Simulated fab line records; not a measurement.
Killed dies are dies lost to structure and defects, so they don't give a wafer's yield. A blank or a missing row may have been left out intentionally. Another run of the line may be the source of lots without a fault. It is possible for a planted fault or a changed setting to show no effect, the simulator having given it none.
What tool caused it? -- flow sky130 -- 14 lots with 42 wafers sampled at 5 steps, on a route of 708 steps

## WHAT THE GAUGES READ, wafer by wafer
SKY_VT_ADJUST_LVTN_TW_MEAS_10.
lot,measured,on,VT_ADJUST_LVTN_TW
L746,day 6 21:31,film-metro-02,242.7 241.5 243.5
L747,day 7 04:32,film-metro-04,243.2 243.2 244.8
L748,day 7 12:25,film-metro-02,243.9 245.0 243.3
L749,day 7 16:35,film-metro-02,244.7 245.3 243.2
L750,day 8 00:59,film-metro-04,243.5 244.1 245.1
L751,day 8 03:46,film-metro-04,243.4 243.6 244.1
L752,day 8 13:22,film-metro-02,244.2 243.1 244.1
L753,day 8 17:30,film-metro-02,244.4 243.9 244.0
L757,day 9 19:17,film-metro-01,243.8 243.2 241.4
L758,day 9 23:02,film-metro-02,242.3 243.6 242.7
L761,day 10 22:25,film-metro-02,240.7 242.8 242.0
L763,day 11 13:10,film-metro-04,244.6 245.6 245.6
L765,day 12 06:58,film-metro-02,244.7 244.3 245.7
L769,day 13 01:28,film-metro-01,242.9 243.2 243.2

SKY_VT_ADJUST_NCORE_OVL_MEAS_08.
lot,measured,on,VT_ADJUST_NCORE_OVL (nm)
L746,day 8 13:10,overlay-02,-0.2 -1.2 0.3
L747,day 8 22:50,overlay-01,1.0 1.1 -0.3
L748,day 9 04:58,overlay-02,-1.4 -2.5 -2.3
L749,day 9 14:29,overlay-02,-0.1 -0.7 0.3
L750,day 9 18:52,overlay-01,-1.1 1.3 0.4
L751,day 9 22:17,overlay-02,-0.5 -0.2 0.4
L752,day 10 09:31,overlay-02,-0.9 -2.5 -2.4
L753,day 10 11:56,overlay-02,-1.0 -2.3 0.2
L757,day 11 17:14,overlay-02,129.6 130.1 132.1 130.2 130.4 133.2
L758,day 11 21:16,overlay-02,130.2 131.4 131.9 131.1 132.4 132.8
L761,day 12 22:10,overlay-01,132.5 132.2 130.7 133.3 132.4 132.2
L763,day 13 14:55,overlay-01,129.8 129.2 129.0 130.8 130.2 129.7
L765,day 14 09:22,overlay-01,1.4 0.7 0.7
L769,day 15 04:34,overlay-02,0.0 1.4 2.2

SKY_RES_PROTECT_TW_MEAS_08.
lot,measured,on,POLY_GATE_TW
L746,day 15 03:59,film-metro-01,4019 4035 4043
L747,day 15 11:37,film-metro-02,4032 4025 4041
L748,day 16 01:02,film-metro-02,4054 4042 4053
L749,day 16 08:36,film-metro-02,4058 4058 4085
L750,day 16 14:40,film-metro-04,4073 4039 4040
L751,day 16 14:34,film-metro-01,4118 4117 4108
L752,day 17 08:31,film-metro-04,4033 4054 4024
L753,day 17 08:15,film-metro-02,4061 4062 4075
L765,day 22 01:30,film-metro-04,4054 4067 4040
L769,day 23 03:15,film-metro-02,4059 4056 4035

SKY_POLY_GATE_CD_MEAS_22.
lot,measured,on,cd-nm (nm)
L746,day 16 17:01,cd-sem-02,153.2 149.0 151.1
L747,day 16 23:56,cd-sem-01,148.2 147.1 148.8
L748,day 17 10:16,cd-sem-02,150.9 155.6 151.6
L749,day 17 19:58,cd-sem-02,150.6 150.0 153.1
L750,day 18 01:29,cd-sem-02,146.8 147.6 149.1
L751,day 17 22:43,cd-sem-01,152.3 151.3 150.6
L752,day 18 19:12,cd-sem-02,149.6 150.2 147.3
L753,day 18 19:12,cd-sem-01,149.9 149.2 150.6
L765,day 23 11:47,cd-sem-01,148.0 147.6 148.4
L769,day 24 12:22,cd-sem-02,154.7 153.1 153.9

## EACH LOT AND THE TOOL THAT RAN IT (in order: tool; ch and the chambers of the sampled wafers; start)
lot,SKY_VT_ADJUST_NCORE_EXPOSE_04
L746,"iline-stepper-01 ch 0, day 8 02:58"
L747,"iline-stepper-01 ch 0, day 8 12:20"
L748,"iline-stepper-02 ch 0, day 8 19:10"
L749,"iline-stepper-01 ch 0, day 9 04:13"
L750,"iline-stepper-02 ch 0, day 9 07:48"
L751,"iline-stepper-01 ch 0, day 9 11:43"
L752,"iline-stepper-02 ch 0, day 9 22:08"
L753,"iline-stepper-02 ch 0, day 10 00:54"
L757,"iline-stepper-01 ch 0, day 11 04:49"
L758,"iline-stepper-01 ch 0, day 11 09:47"
L761,"iline-stepper-01 ch 0, day 12 10:41"
L763,"iline-stepper-01 ch 0, day 13 01:44"
L765,"iline-stepper-02 ch 0, day 13 21:07"
L769,"iline-stepper-02 ch 0, day 14 16:11"
- SKY_VT_ADJUST_NCORE_EXPOSE_04: exposes mask LVTN COMPLEMENT THIN, target cd 380 nm.

## WHAT THE TOOLS THEMSELVES READ (means of the sampled wafers that have a number; where no wafer has one, the mark that the record gives instead)
SKY_VT_ADJUST_NCORE_EXPOSE_04.
lot,tool,focus-offset-nm (nm)
L746,iline-stepper-01,-1.1
L747,iline-stepper-01,0.2
L748,iline-stepper-02,-0.2
L749,iline-stepper-01,0.2
L750,iline-stepper-02,-0.3
L751,iline-stepper-01,0.7
L752,iline-stepper-02,-0.2
L753,iline-stepper-02,0.4
L757,iline-stepper-01,-0.4
L758,iline-stepper-01,-0.9
L761,iline-stepper-01,-0.1
L763,iline-stepper-01,0.6
L765,iline-stepper-02,0.3
L769,iline-stepper-02,-0.3

## THE ANSWER, worked out from the rows above alone
Rule: what is usual is taken from the lots themselves. The widest of any qualifying gaps counts: lots, ordered by their means at a reading, are off when they make up no more than a third of the lots, leave a main group of 4 or more, and stand apart from it by 3 or more times the standard deviation of that group's means. If all means in a main group match to the digits the tables above print for the reading, that group is not used. A lot without any number at a reading at which 4 lots or more have one is off too. All remaining lots with rows at the step are treated as sound. After the gauges, taken in route order, come the tools' own readings; for these a lot's mean is taken, as printed above. At the first step where some lot is off, the reading lying furthest off is the one used; lots without a number count as furthest.
Off: L757, L758, L761, L763, seen at SKY_VT_ADJUST_NCORE_OVL_MEAS_08 (VT_ADJUST_NCORE_OVL). For the main group the mean is -0.3 nm and the standard deviation 1.1.
If a tool, at a process step before that reading, ran all the lots that are off and no sound lot after the first of them, it fits. Gauges at SKY_VT_ADJUST_NCORE_OVL_MEAS_08: tried the same way as those tools. One fits: iline-stepper-01 at SKY_VT_ADJUST_NCORE_EXPOSE_04. A fault onset in the window from L751 (day 9 11:43, its last sound lot) to L757 (day 11 04:49, its first lot off) fits.

## WHAT THE SIMULATOR HAD PUT IN
Scanner matching overlay: iline-stepper-01, from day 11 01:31 on, at SKY_VT_ADJUST_NCORE_EXPOSE_04. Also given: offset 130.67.
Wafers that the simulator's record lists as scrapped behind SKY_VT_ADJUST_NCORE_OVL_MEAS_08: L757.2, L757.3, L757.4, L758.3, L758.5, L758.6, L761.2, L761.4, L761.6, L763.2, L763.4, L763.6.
Lots struck among those shown: L757, L758, L761, L763. Same finding as the rule above.
